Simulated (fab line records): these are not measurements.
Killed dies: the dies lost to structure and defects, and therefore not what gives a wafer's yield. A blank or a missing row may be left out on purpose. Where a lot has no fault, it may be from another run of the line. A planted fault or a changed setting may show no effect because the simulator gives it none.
fab line records + flow sky130
record
- lots=5
- wafers=15
- lastDay=51
route steps=708 shown METAL2@495 VIA2@507 PAD_OPEN@708
lots untouched by any fault: they come from a run of this same line in which no faults occurred
startH: hours from the record's first day to the start of the lot's first wafer shown + waitH: hours elapsed since this lot's preceding step + " as in the row above + L1.1+2: one row covering several wafers at once + - either no value or no given start + * or withheld: withheld + < > ~ a bound
route shown NAME@n: names a module that has steps shown in the file, with the first one's number in the route + usual: mean/standard deviation of fault-free wafers + same: alike in all rows + chamber/n: place in a boat + sites: each site's reading + _std_site: the values' standard deviation + _edge_site: the outer-site mean with the inner-site mean subtracted + radiusMm: for every site, how far away it sits from the centre of the wafer + mask NAME#n: copy n + behind: the last tool/chamber to shape the wafer + hold: the reason the lot was held/the length of the hold in hours/how it ended + device: which transistor (n, p or np) failed to switch + end of line: the tests these same wafers got at the end of their route + a step with no rows: only its recipe + killed: at the first sort, the dies lost to defects and structure; wafer yield is something else + map: the dies of a wafer, with x for killed, . for not killed, _ for no die there
set.NAME: the setting that was run; set.NAME@STEP: the one run at that earlier step + model.NAME: the simulator's own value behind a step, which no gauge read
lots at selected steps of the route; one table per step, one row per wafer
services: a tool's chamber out of use, with start hour (startH, from the record's first day; less than 0 if before it), hours out, and reason
## steps
# step SKY_METAL2_EXPOSE_12
# recipe
- maskId=MM2
- na=0.8
- sourceShape=annular
- sigmaInner=0.55
- sigmaOuter=0.85
- targetCdNm=140
- doseMj=28
# step SKY_METAL2_PEB_13
# recipe
- pebTempC=withheld
- pebTimeS=withheld
- resist=KrF-thick
# step SKY_METAL2_DEVELOP_14
# recipe
- developTimeS=60
- resist=KrF-thick
- devTempC=21
# step SKY_METAL2_CD_MEAS_15
# recipe
- targetCdNm=140
# usual
- cdNm=139.9/1.9
| lot.wafer | tool     | chamber | startH  | waitH | cdNm  |
|-----------|----------|---------|---------|-------|-------|
| L615.2    | cdSem-01 | -       | 846.61  | -     | 137.9 |
| L615.3    | "        | -       | "       | "     | 138.0 |
| L615.6    | "        | -       | "       | "     | 138.8 |
| L617.1    | cdSem-02 | -       | 870.49  | -     | 140.7 |
| L617.2    | "        | -       | "       | "     | 140.3 |
| L617.3    | "        | -       | "       | "     | 140.8 |
| L625.2    | cdSem-02 | -       | 936.16  | -     | 140.5 |
| L625.4    | "        | -       | "       | "     | 140.1 |
| L625.6    | "        | -       | "       | "     | 140.6 |
| L627.1    | cdSem-02 | -       | 952.24  | -     | 141.6 |
| L627.5    | "        | -       | "       | "     | 141.0 |
| L627.6    | "        | -       | "       | "     | 140.7 |
| L635.2    | cdSem-01 | -       | 1010.11 | -     | 139.9 |
| L635.3    | "        | -       | "       | "     | 139.8 |
| L635.6    | "        | -       | "       | "     | 141.6 |
# step SKY_METAL2_OVL_MEAS_16
# usual
- METAL2_OVL=0/5.2
| lot.wafer | tool       | chamber | startH  | waitH | METAL2_OVL[nm] |
|-----------|------------|---------|---------|-------|----------------|
| L615.2    | overlay-02 | -       | 846.72  | 0.1   | 5              |
| L615.3    | "          | -       | "       | "     | 8              |
| L615.6    | "          | -       | "       | "     | 5              |
| L617.1    | overlay-01 | -       | 870.61  | 0.1   | -3             |
| L617.2    | "          | -       | "       | "     | -5             |
| L617.3    | "          | -       | "       | "     | -5             |
| L625.2    | overlay-01 | -       | 936.27  | 0.1   | -2             |
| L625.4    | "          | -       | "       | "     | -12            |
| L625.6    | "          | -       | "       | "     | -3             |
| L627.1    | overlay-01 | -       | 952.36  | 0.1   | 3              |
| L627.5    | "          | -       | "       | "     | 10             |
| L627.6    | "          | -       | "       | "     | 5              |
| L635.2    | overlay-01 | -       | 1010.22 | 0.1   | 7              |
| L635.3    | "          | -       | "       | "     | 10             |
| L635.6    | "          | -       | "       | "     | 3              |
# step SKY_METAL2_DESCUM_17
# recipe
- chemistry=O2
- sourcePowerW=150
- biasPowerW=0
- pressureMtorr=10
- tempC=40
- timeS=8
# usual
- drypumpMotorCurrentA=5.9/0.45
- oesProductAu=0.998/0.0093
| lot.wafer | tool        | chamber | startH  | waitH | drypumpMotorCurrentA | oesProductAu | rfHoursCounterH |
|-----------|-------------|---------|---------|-------|----------------------|--------------|-----------------|
| L615.2    | rieMetal-01 | 0       | 846.75  | 0.0   | 5.2                  | 0.999        | 6               |
| L615.3    | "           | 0       | "       | "     | 5.2                  | 1.003        | -               |
| L615.6    | "           | 0       | "       | "     | 5.2                  | 0.998        | -               |
| L617.1    | rieMetal-01 | 0       | 870.65  | 0.0   | 5.2                  | 0.996        | 7               |
| L617.2    | "           | 1       | "       | "     | 6.1                  | 0.995        | 11              |
| L617.3    | "           | 0       | "       | "     | 5.2                  | 0.995        | -               |
| L625.2    | rieMetal-03 | 1       | 936.30  | 0.0   | 6.6                  | 1.009        | 12              |
| L625.4    | "           | 0       | "       | "     | 5.9                  | 1.000        | -               |
| L625.6    | "           | 1       | "       | "     | 6.6                  | 1.003        | -               |
| L627.1    | rieMetal-01 | 0       | 952.40  | 0.0   | 5.2                  | 0.997        | 11              |
| L627.5    | "           | 1       | "       | "     | 6.1                  | 0.997        | -               |
| L627.6    | "           | 0       | "       | "     | 5.2                  | 1.008        | -               |
| L635.2    | rieMetal-04 | 1       | 1010.25 | 0.0   | 5.7                  | 1.009        | 19              |
| L635.3    | "           | 0       | "       | "     | 6.2                  | 0.997        | -               |
| L635.6    | "           | 1       | "       | "     | 5.8                  | 1.002        | -               |
# step SKY_METAL2_ETCH_18
# recipe
- chemistry=N2/H2
- target=BARC
- ionEnergyEv=200
- biasW=100
- pressureMtorr=30
- n2FlowSccm=100
- h2FlowSccm=200
- icpW=500
- stopOn=SiO2
- timeS=45.9
- targetDepthA=600
# usual
- drypumpMotorCurrentA=5.9/0.45
- n2FlowSccm=100.06/0.29
- oesProductAu=0.855/0.005
- throttleValvePct=13.225/0.0091
| lot.wafer | tool        | chamber | startH  | waitH | drypumpMotorCurrentA | n2FlowSccm | oesProductAu | rfHoursCounterH | throttleValvePct |
|-----------|-------------|---------|---------|-------|----------------------|------------|--------------|-----------------|------------------|
| L615.2    | rieMetal-01 | 0       | 846.78  | 0.0   | 5.2                  | 99.61      | 0.862        | 6               | 13.213           |
| L615.3    | "           | 0       | "       | "     | 5.2                  | 100.10     | 0.856        | -               | 13.230           |
| L615.6    | "           | 0       | "       | "     | 5.2                  | 100.07     | 0.848        | -               | 13.230           |
| L617.1    | rieMetal-01 | 0       | 870.68  | 0.0   | 5.2                  | 100.34     | 0.851        | 7               | 13.225           |
| L617.2    | "           | 1       | "       | "     | 6.1                  | 100.08     | 0.850        | 11              | 13.225           |
| L617.3    | "           | 0       | "       | "     | 5.2                  | 100.38     | 0.855        | -               | 13.223           |
| L625.2    | rieMetal-03 | 1       | 936.33  | 0.0   | 6.6                  | 100.24     | 0.863        | 12              | 13.233           |
| L625.4    | "           | 0       | "       | "     | 5.9                  | 100.22     | 0.851        | -               | 13.225           |
| L625.6    | "           | 1       | "       | "     | 6.6                  | 99.98      | 0.856        | -               | 13.248           |
| L627.1    | rieMetal-01 | 0       | 952.43  | 0.0   | 5.2                  | 100.52     | 0.853        | 11              | 13.226           |
| L627.5    | "           | 1       | "       | "     | 6.1                  | 100.32     | 0.859        | -               | 13.204           |
| L627.6    | "           | 0       | "       | "     | 5.2                  | 100.20     | 0.851        | -               | 13.224           |
| L635.2    | rieMetal-04 | 1       | 1010.28 | 0.0   | 5.7                  | 100.28     | 0.860        | 19              | 13.227           |
| L635.3    | "           | 0       | "       | "     | 6.2                  | 100.03     | 0.858        | -               | 13.234           |
| L635.6    | "           | 1       | "       | "     | 5.8                  | 99.86      | 0.857        | -               | 13.215           |
# step SKY_METAL2_METAL_ETCH_19
# recipe
- targetDepthA=3600
- stopOn=SiO2
- overEtchFrac=0.3
- timeS=78
- chemistry=Cl2/BCl3
- resistSidewallDeg=88
- pressureMtorr=10
- icpW=900
- biasW=48.5
- Cl2_flow_sccm=60
- bcl3FlowSccm=30
# usual
- drypumpMotorCurrentA=5.9/0.45
- mfcCl2Sccm=59.96/0.17
- oesProductAu=0.851/0.011
- throttleValvePct=22.265/0.0098
| lot.wafer | tool        | chamber | startH  | waitH | drypumpMotorCurrentA | mfcCl2Sccm | oesProductAu | rfHoursCounterH | throttleValvePct |
|-----------|-------------|---------|---------|-------|----------------------|------------|--------------|-----------------|------------------|
| L615.2    | rieMetal-01 | 0       | 846.84  | 0.0   | 5.2                  | 60.24      | 0.867        | 6               | 22.285           |
| L615.3    | "           | 0       | "       | "     | 5.2                  | 60.19      | 0.864        | -               | 22.254           |
| L615.6    | "           | 0       | "       | "     | 5.2                  | 60.18      | 0.841        | -               | 22.270           |
| L617.1    | rieMetal-01 | 0       | 870.74  | 0.0   | 5.2                  | 59.94      | 0.848        | 7               | 22.260           |
| L617.2    | "           | 1       | "       | "     | 6.1                  | 59.69      | 0.855        | 11              | 22.250           |
| L617.3    | "           | 0       | "       | "     | 5.2                  | 60.08      | 0.842        | -               | 22.260           |
| L625.2    | rieMetal-03 | 1       | 936.39  | 0.0   | 6.6                  | 59.97      | 0.847        | 12              | 22.263           |
| L625.4    | "           | 0       | "       | "     | 5.9                  | 59.93      | 0.843        | -               | 22.267           |
| L625.6    | "           | 1       | "       | "     | 6.6                  | 60.12      | 0.837        | -               | 22.259           |
| L627.1    | rieMetal-01 | 0       | 952.49  | 0.0   | 5.2                  | 59.79      | 0.844        | 11              | 22.260           |
| L627.5    | "           | 1       | "       | "     | 6.1                  | 59.73      | 0.841        | -               | 22.281           |
| L627.6    | "           | 0       | "       | "     | 5.2                  | 60.12      | 0.842        | -               | 22.262           |
| L635.2    | rieMetal-04 | 1       | 1010.34 | 0.0   | 5.7                  | 59.93      | 0.864        | 19              | 22.270           |
| L635.3    | "           | 0       | "       | "     | 6.2                  | 59.91      | 0.862        | -               | 22.256           |
| L635.6    | "           | 1       | "       | "     | 5.8                  | 60.02      | 0.837        | -               | 22.256           |
# step SKY_METAL2_STRIP_20
# recipe
- chemistry=O2/N2
- powerW=1400
- pressureMtorr=1500
- platenTempC=withheld
- o2FlowSccm=3000
- n2FlowSccm=300
- overashFraction=0.5
# usual
- drypumpMotorCurrentA=5.9/0.56
- n2FlowSccm=299.9/0.88
- oesProductAu=0.343/0.0048
- stripTimeToEndpointS=2.70/0.044
| lot.wafer | tool           | chamber | startH  | waitH | drypumpMotorCurrentA | n2FlowSccm | oesProductAu | rfHoursCounterH | stripTimeToEndpointS |
|-----------|----------------|---------|---------|-------|----------------------|------------|--------------|-----------------|----------------------|
| L615.2    | plasmaAsher-03 | 0       | 846.93  | 0.1   | 4.9                  | 299.7      | 0.341        | 40              | 2.71                 |
| L615.3    | "              | 1       | "       | "     | 6.7                  | 299.5      | 0.342        | -               | 2.69                 |
| L615.6    | "              | 0       | "       | "     | 5.0                  | 298.6      | 0.343        | -               | 2.68                 |
| L617.1    | plasmaAsher-03 | 0       | 870.83  | 0.1   | 5.0                  | 298.9      | 0.338        | 43              | 2.67                 |
| L617.2    | "              | 1       | "       | "     | 6.7                  | 300.2      | 0.344        | 43              | 2.72                 |
| L617.3    | "              | 0       | "       | "     | 5.0                  | 300.3      | 0.338        | -               | 2.69                 |
| L625.2    | plasmaAsher-01 | 0       | 936.48  | 0.1   | 5.8                  | 300.5      | 0.330        | 107             | 2.63                 |
| L625.4    | "              | 1       | "       | "     | 6.1                  | 298.5      | 0.338        | -               | 2.71                 |
| L625.6    | "              | 1       | "       | "     | 6.1                  | 299.5      | 0.335        | -               | 2.65                 |
| L627.1    | plasmaAsher-03 | 0       | 952.58  | 0.1   | 4.9                  | 300.9      | 0.343        | 51              | 2.71                 |
| L627.5    | "              | 0       | "       | "     | 5.0                  | 300.3      | 0.347        | -               | 2.71                 |
| L627.6    | "              | 1       | "       | "     | 6.7                  | 300.2      | 0.343        | -               | 2.72                 |
| L635.2    | plasmaAsher-02 | 0       | 1010.43 | 0.1   | 5.6                  | 299.7      | 0.343        | 25              | 2.63                 |
| L635.3    | "              | 1       | "       | "     | 6.0                  | 300.8      | 0.344        | -               | 2.72                 |
| L635.6    | "              | 1       | "       | "     | 6.0                  | 301.0      | 0.345        | -               | 2.61                 |
# step SKY_METAL2_STRIP_21
# recipe
- chemistry=postEtchResidueRemover
- timeS=1200
- tempC=72.5
# step SKY_METAL2_CLEAN_22
# recipe
- chemistry=IPA
- timeS=180
- tempC=25
# step SKY_METAL2_CLEAN_23
# recipe
- chemistry=O3/DIW
- dry=n2Spin
# step SKY_VIA2_HDPCVD_00
# recipe
- material=SiO2
- targetThkNm=1180
- sigmaOpenFrac=0.3
- timeS=196.7
- tempC=400
- sih4FlowSccm=60
- pressureMtorr=6
# usual
- runLengthS=224.5/0.43
- sih4FlowSccm=60.00/0.18
| lot.wafer | tool      | chamber | startH  | waitH | runLengthS | sih4FlowSccm | model.SiO2_of_VIA2_HDPCVD_00.thkNm |
|-----------|-----------|---------|---------|-------|------------|--------------|------------------------------------|
| L615.2    | hdpcvd-01 | 1       | 847.53  | 0.0   | 224.2      | 60.24        | 1160                               |
| L615.3    | "         | 2       | "       | "     | 224.2      | 60.30        | 1161                               |
| L615.6    | "         | 1       | "       | "     | 224.2      | 60.25        | 1165                               |
| L617.1    | hdpcvd-01 | 1       | 871.46  | 0.0   | 224.9      | 60.23        | 1171                               |
| L617.2    | "         | 2       | "       | "     | 224.3      | 59.95        | 1179                               |
| L617.3    | "         | 0       | "       | "     | 225.0      | 60.03        | 1197                               |
| L625.2    | hdpcvd-01 | 2       | 937.12  | 0.0   | 224.3      | 59.54        | 1185                               |
| L625.4    | "         | 0       | "       | "     | 334.5      | 59.80        | 1843                               |
| L625.6    | "         | 1       | "       | "     | 224.2      | 59.75        | 1167                               |
| L627.1    | hdpcvd-02 | 0       | 953.18  | 0.0   | 224.6      | 60.01        | 1198                               |
| L627.5    | "         | 0       | "       | "     | 224.2      | 60.12        | 1188                               |
| L627.6    | "         | 1       | "       | "     | 224.1      | 59.68        | 1185                               |
| L635.2    | hdpcvd-02 | 2       | 1011.03 | 0.0   | 225.0      | 60.01        | 1189                               |
| L635.3    | "         | 1       | "       | "     | 224.2      | 59.96        | 1179                               |
| L635.6    | "         | 2       | "       | "     | 225.2      | 60.12        | 1189                               |
# step SKY_VIA2_THK_MEAS_01
# recipe
- reads=SiO2_of_VIA2_HDPCVD_00
# usual
- VIA2_HDPCVD_THK=1183/13
| lot.wafer | tool         | chamber | startH  | waitH | VIA2_HDPCVD_THK[nm] |
|-----------|--------------|---------|---------|-------|---------------------|
| L615.2    | filmMetro-03 | -       | 847.67  | 0.1   | 1162                |
| L615.3    | "            | -       | "       | "     | 1162                |
| L615.6    | "            | -       | "       | "     | 1165                |
| L617.1    | filmMetro-03 | -       | 871.59  | 0.1   | 1170                |
| L617.2    | "            | -       | "       | "     | 1180                |
| L617.3    | "            | -       | "       | "     | 1197                |
| L625.2    | filmMetro-02 | -       | 937.25  | 0.1   | 1185                |
| L625.4    | "            | -       | "       | "     | 1844                |
| L625.6    | "            | -       | "       | "     | 1167                |
| L627.1    | filmMetro-01 | -       | 953.30  | 0.1   | 1198                |
| L627.5    | "            | -       | "       | "     | 1188                |
| L627.6    | "            | -       | "       | "     | 1185                |
| L635.2    | filmMetro-03 | -       | 1011.17 | 0.1   | 1189                |
| L635.3    | "            | -       | "       | "     | 1179                |
| L635.6    | "            | -       | "       | "     | 1189                |
# step SKY_VIA2_CMP_02
# recipe
- material=SiO2
- downForcePsi=4
- platenRpm=60
- padVelocityMS=0.94248
# usual
- motorCurrentA=11.5/1.1
- platenRpm=60.00/0.042
| lot.wafer | tool   | chamber | startH  | waitH | motorCurrentA | platenRpm |
|-----------|--------|---------|---------|-------|---------------|-----------|
| L615.3    | cmp-02 | 3       | 847.77  | 0.1   | 11.2          | 60.01     |
| L615.2    | "      | 0       | "       | "     | 10.6          | 59.98     |
| L615.6    | "      | 2       | "       | "     | 11.1          | 60.09     |
| L617.1    | cmp-02 | 2       | 871.65  | 0.1   | 11.0          | 60.01     |
| L617.2    | "      | 3       | "       | "     | 11.0          | 59.97     |
| L617.3    | "      | 0       | "       | "     | 10.3          | 60.05     |
| L625.2    | cmp-02 | 1       | 937.40  | 0.1   | 11.7          | 60.00     |
| L625.4    | "      | 2       | "       | "     | 10.8          | 60.03     |
| L625.6    | "      | 0       | "       | "     | 10.6          | 60.01     |
| L627.1    | cmp-01 | 3       | 953.46  | 0.1   | 13.9          | 59.92     |
| L627.6    | "      | 1       | "       | "     | 12.3          | 60.03     |
| L627.5    | "      | 2       | "       | "     | 10.6          | 60.00     |
| L635.3    | cmp-01 | 1       | 1011.32 | 0.1   | 12.6          | 60.03     |
| L635.2    | "      | 2       | "       | "     | 10.3          | 60.02     |
| L635.6    | "      | 3       | "       | "     | 13.1          | 60.01     |
# step SKY_PAD_OPEN_PROBE_99
# usual
- defectLimitedYield=82.5/1.9
- killed_at_M0_to_M3=44/7.1
- killed_at_M4_up=3.3/1.9
- killedAtContacts=24/5.3
- killedAtFrontEnd=15/4.5
- killedAtOther=0.3/0.55
- killedDies=86/9.5
- killedOpen=46/7.3
- killedShort=39/6.4
- sort_bin_3_pad_short=0.9/0.43
- sort_bin_5_function=10.3/1.4
- sort_bin_6_memory=6.3/1
- sortNPass=406/9.5
- sortYieldPct=82.5/1.9
# same
- grossDies=492
- killedAtBackSide=0
- sort_bin_4_leakage[%]=0
- sort_bin_8_speed[%]=0
| lot.wafer | tool      | chamber | startH  | waitH | defectLimitedYield[%] | killed_at_M0_to_M3 | killed_at_M4_up | killedAtContacts | killedAtFrontEnd | killedAtOther | killedDies | killedOpen | killedShort | sort_bin_3_pad_short[%] | sort_bin_5_function[%] | sort_bin_6_memory[%] | sortNPass | sortYieldPct[%] |
|-----------|-----------|---------|---------|-------|-----------------------|--------------------|-----------------|------------------|------------------|---------------|------------|------------|-------------|-------------------------|------------------------|----------------------|-----------|-----------------|
| L615.2    | prober-02 | -       | 1114.46 | 0.1   | 84.3                  | 40                 | 1               | 23               | 13               | 0             | 77         | 40         | 37          | 1.0                     | 8.7                    | 5.9                  | 415       | 84.3            |
| L615.3    | prober-02 | -       | 1114.51 | 0.2   | 84.1                  | 36                 | 3               | 29               | 10               | 0             | 78         | 41         | 37          | 0.6                     | 10.0                   | 5.3                  | 414       | 84.1            |
| L615.6    | prober-02 | -       | 1114.66 | 0.2   | 83.5                  | 45                 | 2               | 24               | 10               | 0             | 81         | 38         | 42          | 0.8                     | 10.0                   | 5.7                  | 411       | 83.5            |
| L617.1    | prober-02 | -       | 1134.31 | 0.1   | 83.9                  | 41                 | 2               | 19               | 17               | 0             | 79         | 45         | 34          | 1.0                     | 7.3                    | 7.7                  | 413       | 83.9            |
| L617.2    | prober-02 | -       | 1134.36 | 0.1   | 81.7                  | 45                 | 2               | 23               | 19               | 1             | 90         | 53         | 36          | 0.8                     | 10.6                   | 6.9                  | 402       | 81.7            |
| L617.3    | prober-02 | -       | 1134.41 | 0.2   | 80.5                  | 49                 | 3               | 23               | 20               | 1             | 96         | 47         | 47          | 0.8                     | 11.4                   | 7.3                  | 396       | 80.5            |
| L625.2    | prober-02 | -       | 1178.23 | 0.1   | 81.5                  | 45                 | 1               | 19               | 26               | 0             | 91         | 47         | 44          | 0.6                     | 10.0                   | 7.9                  | 401       | 81.5            |
| L625.4    | prober-02 | -       | 1178.33 | 0.2   | 81.1                  | 46                 | 4               | 23               | 20               | 0             | 93         | 45         | 48          | 0.8                     | 11.6                   | 6.5                  | 399       | 81.1            |
| L625.6    | prober-02 | -       | 1178.43 | 0.2   | 82.9                  | 42                 | 3               | 20               | 18               | 1             | 84         | 49         | 35          | 1.0                     | 9.6                    | 6.5                  | 408       | 82.9            |
| L627.1    | prober-01 | -       | 1188.81 | 0.1   | 79.5                  | 55                 | 2               | 24               | 20               | 0             | 101        | 61         | 40          | 0.8                     | 13.0                   | 6.7                  | 391       | 79.5            |
| L627.5    | prober-01 | -       | 1189.01 | 0.2   | 81.7                  | 48                 | 2               | 21               | 19               | 0             | 90         | 43         | 46          | 1.0                     | 11.2                   | 6.1                  | 402       | 81.7            |
| L627.6    | prober-01 | -       | 1189.06 | 0.2   | 82.7                  | 39                 | 2               | 22               | 21               | 1             | 85         | 38         | 47          | 1.2                     | 9.6                    | 6.5                  | 407       | 82.7            |
| L635.2    | prober-02 | -       | 1230.66 | 0.1   | 80.7                  | 50                 | 3               | 26               | 16               | 0             | 95         | 51         | 44          | 1.0                     | 12.2                   | 6.1                  | 397       | 80.7            |
| L635.3    | prober-02 | -       | 1230.71 | 0.2   | 82.3                  | 40                 | 2               | 28               | 17               | 0             | 87         | 33         | 53          | 0.6                     | 9.6                    | 7.5                  | 405       | 82.3            |
| L635.6    | prober-02 | -       | 1230.86 | 0.2   | 80.5                  | 43                 | 8               | 22               | 22               | 1             | 96         | 44         | 51          | 1.6                     | 10.2                   | 7.7                  | 396       | 80.5            |
# killed by level:class
L615.2 VIA2:geometricParticle:open=9 CONTACT:geometricParticle:open=9 METAL1:geometricParticle:short=7 VIA1:geometricParticle:open=7 POLY_GATE:geometricParticle:short=4 LI_CONTACT:geometricParticle:open=4 LOCAL_INTERCONNECT:geometricParticle:short=4 CONTACT:geometricParticle:short=4
L615.3 CONTACT:geometricParticle:open=9 LI_CONTACT:geometricParticle:open=8 VIA3:geometricParticle:open=7 VIA1:geometricParticle:open=6 VIA1:geometricParticle:short=5 METAL2:geometricParticle:short=5 FIELD_ISO:geometricParticle:short=4 LOCAL_INTERCONNECT:geometricParticle:short=4
L615.6 VIA1:geometricParticle:open=14 METAL1:geometricParticle:short=8 LOCAL_INTERCONNECT:geometricParticle:short=7 LI_CONTACT:geometricParticle:open=5 VIA3:geometricParticle:short=5 CONTACT:geometricParticle:open=5 LI_CONTACT:geometricParticle:short=4 VIA2:geometricParticle:open=4
L617.1 VIA1:geometricParticle:open=10 VIA2:geometricParticle:open=8 FIELD_ISO:geometricParticle:short=6 FIELD_ISO:geometricParticle:open=6 LI_CONTACT:geometricParticle:open=6 METAL2:geometricParticle:short=5 VIA1:geometricParticle:short=4 CONTACT:geometricParticle:short=4
L617.2 VIA1:geometricParticle:open=13 CONTACT:geometricParticle:open=9 LI_CONTACT:geometricParticle:open=7 CONTACT:geometricParticle:short=6 VIA2:geometricParticle:open=6 VIA3:geometricParticle:open=6 FIELD_ISO:geometricParticle:short=5 METAL3:geometricParticle:short=5
L617.3 VIA1:geometricParticle:open=11 FIELD_ISO:geometricParticle:open=8 VIA1:geometricParticle:short=8 METAL2:geometricParticle:short=8 CONTACT:geometricParticle:open=7 LI_CONTACT:geometricParticle:open=6 CONTACT:geometricParticle:short=6 VIA2:geometricParticle:short=5
L625.2 VIA1:geometricParticle:short=11 VIA1:geometricParticle:open=10 CONTACT:geometricParticle:short=7 FIELD_ISO:geometricParticle:open=6 LI_CONTACT:geometricParticle:open=6 FIELD_ISO:geometricParticle:short=5 POLY_GATE:geometricParticle:open=5 VIA3:geometricParticle:open=5
L625.4 METAL1:geometricParticle:short=12 VIA1:geometricParticle:short=9 VIA1:geometricParticle:open=9 LI_CONTACT:geometricParticle:open=7 CONTACT:geometricParticle:open=7 POLY_GATE:geometricParticle:short=5 VIA3:geometricParticle:open=5 FIELD_ISO:geometricParticle:short=4
L625.6 VIA1:geometricParticle:open=14 LI_CONTACT:geometricParticle:open=9 METAL1:geometricParticle:short=6 VIA3:geometricParticle:open=6 VIA2:geometricParticle:open=5 POLY_GATE:geometricParticle:short=5 CONTACT:geometricParticle:open=5 LOCAL_INTERCONNECT:geometricParticle:short=4
L627.1 CONTACT:geometricParticle:open=14 VIA1:geometricParticle:open=13 VIA2:geometricParticle:open=11 FIELD_ISO:geometricParticle:short=8 VIA1:geometricParticle:short=8 VIA3:geometricParticle:open=6 FIELD_ISO:geometricParticle:open=5 LOCAL_INTERCONNECT:geometricParticle:short=5
L627.5 FIELD_ISO:geometricParticle:open=8 VIA1:geometricParticle:open=8 METAL1:geometricParticle:short=7 VIA3:geometricParticle:short=7 FIELD_ISO:geometricParticle:short=6 METAL2:geometricParticle:short=6 CONTACT:geometricParticle:open=6 VIA3:geometricParticle:open=6
L627.6 LI_CONTACT:geometricParticle:open=8 FIELD_ISO:geometricParticle:short=6 CONTACT:geometricParticle:open=6 VIA3:geometricParticle:open=6 VIA1:geometricParticle:short=6 VIA1:geometricParticle:open=5 CONTACT:geometricParticle:short=5 METAL1:geometricParticle:short=5
L635.2 VIA1:geometricParticle:open=11 METAL1:geometricParticle:short=10 LI_CONTACT:geometricParticle:open=9 CONTACT:geometricParticle:open=8 VIA1:geometricParticle:short=6 VIA2:geometricParticle:open=6 VIA2:geometricParticle:short=6 POLY_GATE:geometricParticle:open=5
L635.3 METAL1:geometricParticle:short=10 CONTACT:geometricParticle:open=9 LOCAL_INTERCONNECT:geometricParticle:short=8 CONTACT:geometricParticle:short=6 VIA1:geometricParticle:open=6 VIA2:geometricParticle:open=5 POLY_GATE:geometricParticle:short=4 POLY_GATE:geometricParticle:open=4
L635.6 CONTACT:geometricParticle:open=9 FIELD_ISO:geometricParticle:short=7 LI_CONTACT:geometricParticle:open=7 VIA1:geometricParticle:open=6 POLY_GATE:geometricParticle:short=6 METAL1:geometricParticle:short=6 METAL4:geometricParticle:short=6 VIA2:geometricParticle:short=5
## services
| tool           | chamber | startH | hours | kind                          |
|----------------|---------|--------|-------|-------------------------------|
| hdpcvd-02      | -       | 829.27 | 0.7   | repair                        |
| cmp-01         | -       | 839.96 | 1.0   | repair                        |
| hdpcvd-02      | 2       | 845.29 | 12.3  | repair                        |
| cmp-01         | -       | 885.71 | 1.0   | repair                        |
| plasmaAsher-02 | -       | 894.68 | 10.7  | repair                        |
| rieMetal-01    | -       | 903.07 | 1.0   | repair                        |
| cmp-02         | -       | 912.25 | 4.0   | pm                            |
| cmp-02         | -       | 916.25 | -     | consumableReplace:conditioner |
| cmp-02         | -       | 916.25 | -     | consumableReplace:pad         |
| rieMetal-01    | 0       | 929.13 | 2.9   | repair                        |
| plasmaAsher-03 | -       | 930.40 | 8.7   | repair                        |
| plasmaAsher-02 | -       | 931.88 | 15.6  | pm                            |
| hdpcvd-01      | -       | 950.25 | 15.0  | pm                            |
| hdpcvd-01      | 0       | 950.25 | 15.0  | ventCycle                     |
| hdpcvd-01      | 1       | 950.25 | 15.0  | ventCycle                     |
| hdpcvd-01      | 2       | 950.25 | 15.0  | ventCycle                     |
| plasmaAsher-02 | -       | 951.94 | 1.3   | repair                        |
| cmp-02         | -       | 963.54 | 2.3   | repair                        |
| hdpcvd-01      | 0       | 965.25 | -     | clean                         |
| hdpcvd-01      | 1       | 965.25 | -     | clean                         |
| hdpcvd-01      | 2       | 965.25 | -     | clean                         |
| rieMetal-04    | -       | 984.08 | 0.1   | repair                        |
| rieMetal-03    | 0       | 998.14 | -     | clean                         |
| rieMetal-03    | 0       | 998.14 | 15.0  | scheduledDown                 |
## key
firstSign
- step=SKY_VIA2_HDPCVD_00
- reading=runLengthS
- direction=up
- sigmas=99+
- usual=*
- struck=*
effect
- step=SKY_VIA2_THK_MEAS_01
- reading=VIA2_HDPCVD_THK
- direction=up
- sigmas=51
- usual=1183
- struck=1844
modelEffect
- step=SKY_VIA2_HDPCVD_00
- value=SiO2_of_VIA2_HDPCVD_00.thkNm
- without=1182
- struck=1843
metAt SKY_VIA2_HDPCVD_00
struckWafers L625.4
onsetBetween 871.46 937.12
fault
- kind=processParameterDrift
- tool=hdpcvd-01
- chamber=0
- onsetH=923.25
- steps=SKY_VIA2_HDPCVD_00
- channel=timeS
- offset=*
- shape=step
- endH=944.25
- actsIn=*
- stated=*
